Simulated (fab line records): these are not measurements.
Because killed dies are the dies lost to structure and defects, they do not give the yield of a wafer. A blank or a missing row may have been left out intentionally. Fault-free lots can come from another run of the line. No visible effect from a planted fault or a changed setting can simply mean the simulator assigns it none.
Which tool did it? | flow sky130 | route of 708 steps, sampled at 1 step: 13 lots, 38 wafers

WHAT THE GAUGES SHOWED, per wafer
SKY_LDD_HVP_OVL_MEAS_07.
lot  | measured     | on         | LDD_HVP_OVL (nm)
L154 | day 21 12:22 | overlay-01 | 1.2 0.8 2.0
L155 | day 22 03:22 | overlay-01 | -1.2 1.1 -0.6
L156 | day 22 17:07 | overlay-01 | -0.9 -0.4 -0.4
L157 | day 23 04:37 | overlay-01 | -3.7 -1.9 -1.1
L158 | day 23 05:41 | overlay-02 | 3.1 1.7 2.0
L162 | day 24 20:25 | overlay-01 | -3.4 -2.6 -2.7
L165 | day 26 01:50 | overlay-02 | -1.8 -1.3 -3.0
L167 | day 26 12:29 | overlay-02 | -1.8 -1.4 -2.2
L169 | day 26 22:41 | overlay-02 | 0.8 1.3 1.5
L171 | day 27 16:22 | overlay-01 | 0.7 -0.3 0.4
L172 | day 27 21:41 | overlay-01 | 1.5 0.6
L176 | day 28 20:19 | overlay-01 | 1.5 0.0 2.2
L177 | day 29 06:01 | overlay-01 | -0.2 -1.6 -1.4

TOOL THAT RAN EACH LOT (tool first, then ch and the chambers of the sampled wafers, then the start)
There is no process step in the record ahead of these readings.

AS READ BY THE TOOLS THEMSELVES (means over the sampled wafers that have a number; for cases with no such wafer, the mark the record gives instead)
The record holds no such reading with a usual standard deviation.

THE ANSWER, worked out from the rows above alone
Rule: usual is defined by the lots themselves. The widest of any qualifying gaps counts: lots, ordered by their means at a reading, are off when they make up no more than a third of the lots, leave a main group of 4 or more, and stand apart from it by 3 or more times the standard deviation of that group's means. A main group whose means are all the same, to the digits that the tables above print for the reading, isn't used. Also off: a lot with no number at a reading for which 4 or more lots have one. Any other lot the step has rows for is counted as sound. The gauges are gone through in route order, then the tools' own readings, and for those a lot's mean is taken as printed above. The first step at which some lot is off is used, and at that step the reading that is off furthest; a lot without a number counts as furthest.
No lot is off on any of the readings shown, so nothing can be concluded from this.

WHAT THE SIMULATOR PUT IN
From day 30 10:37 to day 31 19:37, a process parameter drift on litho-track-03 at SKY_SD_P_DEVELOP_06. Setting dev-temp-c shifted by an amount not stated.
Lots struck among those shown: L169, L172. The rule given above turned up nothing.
